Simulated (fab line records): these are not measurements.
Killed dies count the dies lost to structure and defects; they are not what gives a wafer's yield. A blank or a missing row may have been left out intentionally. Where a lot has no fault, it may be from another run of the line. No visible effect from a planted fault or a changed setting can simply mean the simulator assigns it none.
Which tool is to blame?	flow sky130	14 lots with 42 wafers sampled at 4 steps, on a route of 708 steps

WHAT EACH GAUGE READ, for each wafer
The record holds no reading of a measuring or inspecting step that can be judged against a usual standard deviation.

EACH LOT AND THE TOOL THAT RAN IT (in order: tool; ch and the chambers of the sampled wafers; start)
lot	SKY_VIA2_CMP_02	SKY_VIA2_CMP_24	SKY_METAL3_SPUTTER_01	SKY_CAPM_EXPOSE_09
L457	cmp-02 ch 0,3, day 36 19:56	cmp-01 ch 0,3, day 37 22:25	pvd-sputter-01, day 37 22:44	iline-stepper-02 ch 0, day 38 11:58
L460	cmp-01 ch 0,1,3, day 36 21:28	cmp-02 ch 1,2,3, day 38 00:19	pvd-sputter-01, day 38 00:38	iline-stepper-02 ch 0, day 38 13:35
L458	cmp-02 ch 0,1,3, day 37 02:37	cmp-01 ch 0,1,3, day 38 05:10	pvd-sputter-02, day 38 05:24	iline-stepper-01, day 38 18:07
L459	cmp-01 ch 1,2,3, day 37 05:34	cmp-02 ch 1,2,3, day 38 08:43	pvd-sputter-04, day 38 08:59	iline-stepper-02, day 38 21:46
L466	cmp-02 ch 0,2,3, day 38 19:38	cmp-01 ch 0,1,3, day 39 21:10	pvd-sputter-01, day 39 21:29	iline-stepper-01 ch 0, day 40 10:37
L468	cmp-02 ch 0,3, day 39 08:34	cmp-02 ch 1,3, day 40 10:52	pvd-sputter-02, day 40 11:08	iline-stepper-01 ch 0, day 40 23:17
L470	cmp-01 ch 1,3, day 39 16:46	cmp-01 ch 0,1,2, day 40 18:34	pvd-sputter-04, day 40 18:47	iline-stepper-01 ch 0, day 41 07:32
L471	cmp-02 ch 1,2,3, day 40 01:50	cmp-01 ch 0,1,2, day 41 03:36	pvd-sputter-04, day 41 03:55	iline-stepper-02 ch 0, day 41 15:43
L472	cmp-01 ch 1,2, day 40 16:22	cmp-02 ch 0,3, day 41 17:19	pvd-sputter-01, day 41 17:38	iline-stepper-02 ch 0, day 42 05:44
L474	cmp-01 ch 1,3, day 40 22:25	cmp-02 ch 0,1,3, day 42 00:43	pvd-sputter-01, day 42 00:59	iline-stepper-01 ch 0, day 42 12:32
L475	cmp-01 ch 0,1,3, day 41 04:27	cmp-02 ch 0,1,3, day 42 05:46	pvd-sputter-01, day 42 06:05	iline-stepper-01 ch 0, day 42 18:13
L476	cmp-02 ch 0,1,2, day 41 17:04	cmp-01 ch 0,2,3, day 42 18:16	pvd-sputter-02, day 42 18:36	iline-stepper-01 ch 0, day 43 06:31
L477	cmp-01 ch 0,3, day 41 23:00	cmp-02 ch 1,2, day 42 23:50	pvd-sputter-04, day 43 00:09	iline-stepper-02 ch 0, day 43 12:11
L479	cmp-01 ch 0,1,3, day 42 07:37	cmp-02 ch 0,2, day 43 10:11	pvd-sputter-02, day 43 10:30	iline-stepper-02 ch 0, day 43 21:26
- SKY_VIA2_CMP_02: polishes SiO2.
- SKY_VIA2_CMP_24: polishes, stops on SiO2, t overpolish 20 s, target thk 0 nm.
- SKY_METAL3_SPUTTER_01: material TiN, target thk 20 nm, time 16.7 s.
- SKY_CAPM_EXPOSE_09: exposes mask CAPM, target cd 1000 nm.

AS READ BY THE TOOLS THEMSELVES (means over the sampled wafers that have a number; for cases with no such wafer, the mark the record gives instead)
SKY_VIA2_CMP_02. Usual: 11.8 A for motor-current-A, sd 0.9.
lot	tool	motor-current-A (A)	flag
L457	cmp-02	12.8	
L460	cmp-01	11.3	
L458	cmp-02	12.6	
L459	cmp-01	11.4	
L466	cmp-02	12.0	
L468	cmp-02	12.5	
L470	cmp-01	11.0	
L471	cmp-02	12.1	
L472	cmp-01	11.2	
L474	cmp-01	10.7	
L475	cmp-01	11.2	
L476	cmp-02	12.2	
L477	cmp-01	10.8	
L479	cmp-01	11.8	

SKY_VIA2_CMP_24. Usual: motor-current-A 11.0 A, standard deviation 0.76; overpolish-run-s 20.001 s, standard deviation 0.0092; time-to-endpoint-s 102 s, standard deviation 4.
lot	tool	motor-current-A (A)	overpolish-run-s (s)	time-to-endpoint-s (s)	flag
L457	cmp-01	10.4	20.007	109	
L460	cmp-02	11.3	20.002	98	
L458	cmp-01	10.1	20.010	106	
L459	cmp-02	11.3	20.007	102	
L466	cmp-01	10.5	20.003	105	
L468	cmp-02	11.5	19.994	96	
L470	cmp-01	10.8	20.008	103	
L471	cmp-01	11.1	19.995	103	
L472	cmp-02	11.6	20.002	102	
L474	cmp-02	11.6	20.006	98	
L475	cmp-02	11.1	20.005	103	
L476	cmp-01	10.9	20.001	103	
L477	cmp-02	10.8	19.994	94	
L479	cmp-02	11.0	20.004	105	

SKY_METAL3_SPUTTER_01. Usual: 30.3 % for throttle-valve-pct, sd 1.1.
lot	tool	throttle-valve-pct (%)	flag
L457	pvd-sputter-01	30.3	
L460	pvd-sputter-01	30.8	
L458	pvd-sputter-02	30.2	
L459	pvd-sputter-04	30.4	
L466	pvd-sputter-01	31.1	
L468	pvd-sputter-02	30.4	
L470	pvd-sputter-04	29.6	
L471	pvd-sputter-04	30.3	
L472	pvd-sputter-01	30.2	
L474	pvd-sputter-01	31.1	
L475	pvd-sputter-01	30.3	
L476	pvd-sputter-02	30.0	
L477	pvd-sputter-04	30.4	
L479	pvd-sputter-02	30.4	

SKY_CAPM_EXPOSE_09. Usual: exposure-dose-mJ-cm2 158.98, standard deviation 0.15; focus-offset-nm 0.2 nm, standard deviation 0.53.
lot	tool	exposure-dose-mJ-cm2	focus-offset-nm (nm)	flag
L457	iline-stepper-02	159.15	0.2	
L460	iline-stepper-02	158.90	0.6	
L458	iline-stepper-01	-	-	OFF
L459	iline-stepper-02	-	-	OFF
L466	iline-stepper-01	158.99	0.0	
L468	iline-stepper-01	159.07	0.7	
L470	iline-stepper-01	159.13	-0.1	
L471	iline-stepper-02	159.10	0.7	
L472	iline-stepper-02	159.09	0.5	
L474	iline-stepper-01	159.00	0.9	
L475	iline-stepper-01	158.95	-0.2	
L476	iline-stepper-01	158.97	0.0	
L477	iline-stepper-02	159.03	-0.1	
L479	iline-stepper-02	158.82	0.1	

THE ANSWER, worked out from the rows above alone
Rule: lot off if the mean of its wafers having a number is beyond 3 standard deviations from the usual mean. A lot without any number at a reading at which 4 lots or more have one is off too. All remaining lots with rows at the step are treated as sound. After the gauges, taken in route order, come the tools' own readings; for these a lot's mean is taken, as printed above. At the first step where some lot is off, the reading lying furthest off is the one used; lots without a number count as furthest.
Off: L458, L459, at SKY_CAPM_EXPOSE_09 (exposure-dose-mJ-cm2). Without a number there: L458, L459.
A tool fits if, at that step or a process step before it, it ran every lot that is off, and no sound lot after the first of them. No candidate that was tried fits.

WHAT WAS PUT IN BY THE SIMULATOR
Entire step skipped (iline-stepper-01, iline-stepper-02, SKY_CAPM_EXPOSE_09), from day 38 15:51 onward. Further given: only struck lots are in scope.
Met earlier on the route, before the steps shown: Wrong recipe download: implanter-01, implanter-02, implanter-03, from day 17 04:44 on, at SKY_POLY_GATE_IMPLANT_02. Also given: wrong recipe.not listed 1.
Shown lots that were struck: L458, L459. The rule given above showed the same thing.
